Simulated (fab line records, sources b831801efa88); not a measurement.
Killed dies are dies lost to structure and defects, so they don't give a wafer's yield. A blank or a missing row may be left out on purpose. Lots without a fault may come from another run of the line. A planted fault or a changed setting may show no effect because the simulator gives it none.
Which tool did it? | flow sky130 | 24 lots, 72 wafers sampled, at 6 steps of a route of 708

WHAT THE GAUGES READ, wafer by wafer
SKY_VIA1_BOW_MEAS_03.
lot  | measured     | on            | VIA1_BOW (um)
L074 | day 33 05:22 | film_metro-03 | 69 80 75
L075 | day 33 11:30 | film_metro-03 | 89 81 80
L076 | day 33 16:29 | film_metro-01 | 89 80 81
L077 | day 34 02:29 | film_metro-01 | 73 92 72
L079 | day 34 23:29 | film_metro-03 | 80 73 80
L080 | day 35 00:20 | film_metro-02 | 78 82 79
L078 | day 35 01:18 | film_metro-01 | 75 70 75
L081 | day 35 19:10 | film_metro-02 | 81 82 78
L082 | day 36 06:51 | film_metro-02 | 76 79 79
L083 | day 36 07:31 | film_metro-01 | 90 75 76
L084 | day 36 11:37 | film_metro-03 | 80 74 83
L085 | day 36 16:47 | film_metro-02 | 77 72 89
L086 | day 37 00:54 | film_metro-03 | 77 80 78
L087 | day 37 06:10 | film_metro-02 | 80 83 93
L088 | day 37 18:24 | film_metro-01 | 69 77 79
L089 | day 37 22:53 | film_metro-03 | 95 85 76
L090 | day 38 16:22 | film_metro-03 | 72 81 78
L092 | day 38 20:54 | film_metro-03 | 70 78 71
L091 | day 38 22:38 | film_metro-02 | 78 71 76
L093 | day 39 04:49 | film_metro-02 | 83 91 74
L094 | day 39 08:09 | film_metro-02 | 90 87 86
L095 | day 39 13:58 | film_metro-01 | 80 86 81
L096 | day 40 00:01 | film_metro-03 | 81 85 79
L097 | day 40 05:56 | film_metro-01 | 76 68 74

SKY_METAL2_THK_MEAS_06: measures by xrf.
lot  | measured     | on            | METAL2_ALCU_THK (nm)
L074 | day 34 09:38 | film_metro-02 | 246 250 250
L075 | day 34 16:11 | film_metro-02 | 252 249 251
L076 | day 34 20:22 | film_metro-04 | 257 255 257
L077 | day 35 06:59 | film_metro-04 | 256 251 252
L079 | day 36 03:55 | film_metro-01 | 249 250 250
L080 | day 36 04:54 | film_metro-04 | 249 251 251
L078 | day 36 06:14 | film_metro-04 | 252 250 251
L081 | day 36 23:11 | film_metro-02 | 253 253 250
L082 | day 37 10:33 | film_metro-02 | 255 254 253
L083 | day 37 11:44 | film_metro-04 | 256 253 255
L084 | day 37 15:11 | film_metro-01 | 250 252 251
L085 | day 37 20:17 | film_metro-01 | 246 248 245
L086 | day 38 04:32 | film_metro-04 | 251 251 252
L087 | day 38 10:59 | film_metro-04 | 259 254 258
L088 | day 38 21:58 | film_metro-01 | 253 255 252
L089 | day 39 04:10 | film_metro-01 | 246 251 247
L090 | day 39 18:41 | film_metro-04 | 253 254 253
L092 | day 39 22:48 | film_metro-02 | 252 253 256
L091 | day 40 00:34 | film_metro-04 | 259 259 263
L093 | day 40 07:38 | film_metro-02 | 251 250 249
L094 | day 40 10:49 | film_metro-04 | 256 257 256
L095 | day 40 16:38 | film_metro-04 | 257 254 256
L096 | day 41 01:57 | film_metro-04 | 255 261 255
L097 | day 41 08:05 | film_metro-02 | 258 258 260

SKY_PASSIVATION_THK_MEAS_01.
lot  | measured     | on            | PASSIVATION_CVD_00_THK (nm)
L074 | day 44 05:52 | film_metro-01 | 89.9 89.9 91.0
L075 | day 44 11:56 | film_metro-03 | 90.2 92.7 91.0
L076 | day 44 16:04 | film_metro-03 | 87.9 91.5 89.4
L077 | day 44 22:44 | film_metro-02 | 91.4 89.4 90.5
L079 | day 45 18:07 | film_metro-03 | 92.0 91.3 90.7
L080 | day 45 18:09 | film_metro-01 | 89.9 91.7 91.5
L078 | day 45 18:28 | film_metro-01 | 88.7 89.1 90.1
L081 | day 46 12:09 | film_metro-02 | 90.4 90.4 90.3
L082 | day 46 18:03 | film_metro-01 | 90.4 90.7 90.8
L083 | day 46 18:23 | film_metro-03 | 87.7 89.3 91.0
L084 | day 48 09:11 | film_metro-03 | 90.5 89.8 90.5
L085 | day 47 01:26 | film_metro-01 | 88.3 89.8 89.7
L086 | day 47 07:35 | film_metro-01 | 88.0 90.9 90.1
L087 | day 47 14:11 | film_metro-01 | 88.8 89.1 92.6
L088 | day 47 22:51 | film_metro-01 | 88.7 90.6 90.2
L089 | day 48 08:08 | film_metro-01 | 90.6 89.8 90.6
L090 | day 48 12:57 | film_metro-03 | 88.8 90.9 90.3
L092 | day 48 17:00 | film_metro-01 | 89.5 92.6 91.7
L091 | day 48 19:50 | film_metro-01 | 90.4 90.3 91.3
L093 | day 48 22:53 | film_metro-02 | 87.8 89.5 89.0
L094 | day 49 03:32 | film_metro-02 | 91.0 92.3 91.8
L095 | day 49 08:20 | film_metro-02 | 88.6 89.6 89.2
L096 | day 49 14:27 | film_metro-01 | 89.4 88.0 88.6
L097 | day 49 17:55 | film_metro-02 | 87.8 91.2 89.9

WHICH TOOL RAN EACH LOT (tool, then ch and the chambers of the sampled wafers, then the start)
lot  | SKY_VIA1_ETCH_14                   | SKY_VIA1_STRIP_16                    | SKY_VIA2_CMP_24
L074 | rie_diel-04 ch 0,1,2, day 34 08:03 | plasma_asher-03 ch 0, day 34 08:08   | cmp-02 ch 1,3, day 36 16:32
L075 | rie_diel-02 ch 0,2,3, day 34 14:35 | plasma_asher-02 ch 0,1, day 34 14:41 | cmp-01 ch 2,3, day 37 00:18
L076 | rie_diel-04 ch 0,2, day 34 18:46   | plasma_asher-02 ch 0, day 34 18:52   | cmp-01 ch 0,1,3, day 37 03:53
L077 | rie_diel-02 ch 0,2, day 35 05:25   | plasma_asher-04 ch 0,1, day 35 05:29 | cmp-02 ch 1,3, day 37 13:43
L079 | rie_diel-03 ch 0,1,3, day 36 02:18 | plasma_asher-02 ch 0,1, day 36 02:25 | cmp-01 ch 1,2,3, day 38 10:51
L080 | rie_diel-02 ch 0,1, day 36 03:13   | plasma_asher-03 ch 0,1, day 36 03:17 | cmp-01 ch 1,2, day 38 12:16
L078 | rie_diel-03 ch 0,1,3, day 36 04:40 | plasma_asher-04 ch 0,1, day 36 04:44 | cmp-02 ch 0,2,3, day 38 13:04
L081 | rie_diel-03 ch 2,3, day 36 21:37   | plasma_asher-03 ch 0,1, day 36 21:41 | cmp-02 ch 0,1,3, day 39 06:22
L082 | rie_diel-02 ch 1,2,3, day 37 08:58 | plasma_asher-04 ch 0,1, day 37 09:04 | cmp-01 ch 0,1,3, day 39 15:07
L083 | rie_diel-02 ch 0,1,3, day 37 10:10 | plasma_asher-02 ch 1, day 37 10:14   | cmp-01 ch 0,1,2, day 39 17:00
L084 | rie_diel-03 ch 0,2,3, day 37 13:37 | plasma_asher-03 ch 0,1, day 37 13:41 | cmp-01 ch 0,1,2, day 39 21:12
L085 | rie_diel-03 ch 1,3, day 37 18:43   | plasma_asher-02 ch 0,1, day 37 18:47 | cmp-02 ch 2,3, day 40 01:14
L086 | rie_diel-02 ch 0,2,3, day 38 02:58 | plasma_asher-02 ch 0, day 38 03:02   | cmp-02 ch 1,2, day 40 09:16
L087 | rie_diel-02 ch 1,2, day 38 09:25   | plasma_asher-03 ch 0,1, day 38 09:29 | cmp-02 ch 0,3, day 40 14:44
L088 | rie_diel-04 ch 1,2, day 38 20:21   | plasma_asher-03 ch 0,1, day 38 20:26 | cmp-01 ch 1,2,3, day 41 01:23
L089 | rie_diel-04 ch 1,2, day 39 00:15   | plasma_asher-04 ch 0,1, day 39 00:20 | cmp-01 ch 0,1,2, day 41 08:25
L090 | rie_diel-02 ch 0,2, day 39 17:04   | plasma_asher-03 ch 0,1, day 39 17:10 | cmp-02 ch 2,3, day 41 21:40
L092 | rie_diel-04 ch 1,3, day 39 21:10   | plasma_asher-02 ch 0,1, day 39 21:14 | cmp-01 ch 0,1,3, day 42 01:50
L091 | rie_diel-04 ch 1,2,3, day 39 22:51 | plasma_asher-02 ch 0,1, day 39 22:56 | cmp-01 ch 0,1, day 42 03:41
L093 | rie_diel-04 ch 0,1,2, day 40 05:55 | plasma_asher-03 ch 1, day 40 06:01   | cmp-02 ch 0,2, day 42 10:26
L094 | rie_diel-02 ch 1,2,3, day 40 09:07 | plasma_asher-02 ch 1, day 40 09:13   | cmp-02 ch 0,1,3, day 42 13:05
L095 | rie_diel-04 ch 1,2,3, day 40 15:01 | plasma_asher-04 ch 0,1, day 40 15:07 | cmp-01 ch 1,2,3, day 42 19:30
L096 | rie_diel-03 ch 0,3, day 41 00:22   | plasma_asher-02 ch 0,1, day 41 00:28 | cmp-01 ch 1,2,3, day 43 04:17
L097 | rie_diel-04 ch 1,2,3, day 41 06:16 | plasma_asher-02 ch 0,1, day 41 06:20 | cmp-01 ch 1,3, day 43 09:55
- SKY_VIA1_ETCH_14: etches BARC in N2/H2, stops on SiO2, time 45.9 s, target depth 60 nm.
- SKY_VIA1_STRIP_16: strips in O2/N2.
- SKY_VIA2_CMP_24: polishes, stops on SiO2, t overpolish 20 s, target thk 0 nm.

WHAT THE TOOLS THEMSELVES READ (means of the sampled wafers that have a number; where no wafer has one, the mark that the record gives instead)
SKY_VIA1_ETCH_14.
lot  | tool        | drypump_motor_current_A (A) | oes_product_au (a.u.) | throttle_valve_pct (%)
L074 | rie_diel-04 | 5.6                         | 0.853                 | 13.221
L075 | rie_diel-02 | 6.0                         | 0.849                 | 13.225
L076 | rie_diel-04 | 5.1                         | 0.851                 | 13.229
L077 | rie_diel-02 | 5.8                         | 0.848                 | 13.226
L079 | rie_diel-03 | 5.5                         | 0.850                 | 13.226
L080 | rie_diel-02 | 6.0                         | 0.851                 | 13.219
L078 | rie_diel-03 | 5.5                         | 0.849                 | 13.227
L081 | rie_diel-03 | 5.7                         | 0.850                 | 13.230
L082 | rie_diel-02 | 6.2                         | 0.851                 | 13.222
L083 | rie_diel-02 | 6.1                         | 0.848                 | 13.228
L084 | rie_diel-03 | 5.7                         | 0.847                 | 13.222
L085 | rie_diel-03 | 5.3                         | 0.849                 | 13.224
L086 | rie_diel-02 | 6.0                         | 0.849                 | 13.226
L087 | rie_diel-02 | 6.1                         | 0.851                 | 13.230
L088 | rie_diel-04 | 5.8                         | 0.850                 | 13.225
L089 | rie_diel-04 | 6.0                         | 0.847                 | 13.225
L090 | rie_diel-02 | 5.8                         | 0.850                 | 13.218
L092 | rie_diel-04 | 5.9                         | 0.851                 | 13.222
L091 | rie_diel-04 | 5.7                         | 0.850                 | 13.217
L093 | rie_diel-04 | 5.5                         | 0.851                 | 13.227
L094 | rie_diel-02 | 6.2                         | 0.851                 | 13.223
L095 | rie_diel-04 | 5.7                         | 0.850                 | 13.223
L096 | rie_diel-03 | 5.7                         | 0.853                 | 13.216
L097 | rie_diel-04 | 5.7                         | 0.852                 | 13.230

SKY_VIA1_STRIP_16.
lot  | tool            | drypump_motor_current_A (A) | oes_product_au (a.u.) | strip_time_to_endpoint_s (s)
L074 | plasma_asher-03 | 5.95                        | 0.414                 | 4.468
L075 | plasma_asher-02 | 5.89                        | 0.414                 | 4.452
L076 | plasma_asher-02 | 5.69                        | 0.419                 | 4.494
L077 | plasma_asher-04 | 5.59                        | 0.413                 | 4.438
L079 | plasma_asher-02 | 6.08                        | 0.413                 | 4.453
L080 | plasma_asher-03 | 6.06                        | 0.414                 | 4.447
L078 | plasma_asher-04 | 5.58                        | 0.415                 | 4.489
L081 | plasma_asher-03 | 6.02                        | 0.409                 | 4.465
L082 | plasma_asher-04 | 5.58                        | 0.418                 | 4.460
L083 | plasma_asher-02 | 6.23                        | 0.412                 | 4.454
L084 | plasma_asher-03 | 6.01                        | 0.416                 | 4.451
L085 | plasma_asher-02 | 6.06                        | 0.413                 | 4.469
L086 | plasma_asher-02 | 5.69                        | 0.416                 | 4.465
L087 | plasma_asher-03 | 6.07                        | 0.419                 | 4.493
L088 | plasma_asher-03 | 6.06                        | 0.416                 | 4.517
L089 | plasma_asher-04 | 5.45                        | 0.419                 | 4.492
L090 | plasma_asher-03 | 6.00                        | 0.410                 | 4.438
L092 | plasma_asher-02 | 6.03                        | 0.417                 | 4.499
L091 | plasma_asher-02 | 5.88                        | 0.414                 | 4.480
L093 | plasma_asher-03 | 6.10                        | 0.420                 | 4.518
L094 | plasma_asher-02 | 6.25                        | 0.419                 | 4.497
L095 | plasma_asher-04 | 5.46                        | 0.414                 | 4.489
L096 | plasma_asher-02 | 6.07                        | 0.417                 | 4.457
L097 | plasma_asher-02 | 6.04                        | 0.416                 | 4.497

SKY_VIA2_CMP_24.
lot  | tool   | motor_current_A (A) | overpolish_run_s (s) | retaining_ring_pressure_frac | time_to_endpoint_s (s)
L074 | cmp-02 | 11.0                | 19.998               | 1.003                        | 105
L075 | cmp-01 | 11.6                | 20.001               | 1.000                        | 105
L076 | cmp-01 | 12.1                | 20.002               | 1.002                        | 102
L077 | cmp-02 | 11.0                | 20.002               | 1.005                        | 101
L079 | cmp-01 | 12.1                | 19.999               | 1.000                        | 103
L080 | cmp-01 | 12.0                | 20.011               | 1.000                        | 102
L078 | cmp-02 | 11.8                | 19.999               | 1.002                        | 104
L081 | cmp-02 | 11.7                | 19.994               | 0.999                        | 100
L082 | cmp-01 | 12.0                | 19.995               | 1.006                        | 97
L083 | cmp-01 | 12.4                | 20.000               | 0.996                        | 95
L084 | cmp-01 | 12.2                | 20.008               | 0.995                        | 101
L085 | cmp-02 | 11.7                | 20.008               | 1.001                        | 99
L086 | cmp-02 | 10.3                | 20.017               | 1.002                        | 106
L087 | cmp-02 | 12.4                | 20.007               | 0.996                        | 98
L088 | cmp-01 | 11.9                | 20.000               | 1.001                        | 98
L089 | cmp-01 | 12.0                | 19.989               | 1.003                        | 104
L090 | cmp-02 | 11.5                | 19.999               | 0.992                        | 99
L092 | cmp-01 | 12.2                | 20.005               | 0.997                        | 103
L091 | cmp-01 | 12.3                | 19.993               | 1.001                        | 105
L093 | cmp-02 | 10.6                | 20.007               | 1.001                        | 100
L094 | cmp-02 | 11.5                | 19.998               | 1.001                        | 101
L095 | cmp-01 | 12.1                | 19.987               | 1.001                        | 106
L096 | cmp-01 | 12.2                | 20.002               | 1.004                        | 103
L097 | cmp-01 | 11.9                | 19.995               | 1.001                        | 108

THE ANSWER, worked out from the rows above alone
Rule: what is usual is taken from the lots themselves. Put in order of their means at a reading, lots are off if they are a third of the lots or fewer, leave a main group of 4 or more, and stand apart from it by a gap of 3 or more times the standard deviation of the main group's means; of several such gaps the widest counts. A main group whose means are all the same, to the digits that the tables above print for the reading, isn't used. A lot without any number at a reading at which 4 lots or more have one is off too. The other lots that the step has rows for count as sound. The gauges are gone through in route order, then the tools' own readings, and for those a lot's mean is taken as printed above. The first step at which some lot is off is used, and at that step the reading that is off furthest; a lot without a number counts as furthest.
No lot is off at any reading shown: from this, nothing can be told.

WHAT THE SIMULATOR HAD PUT IN
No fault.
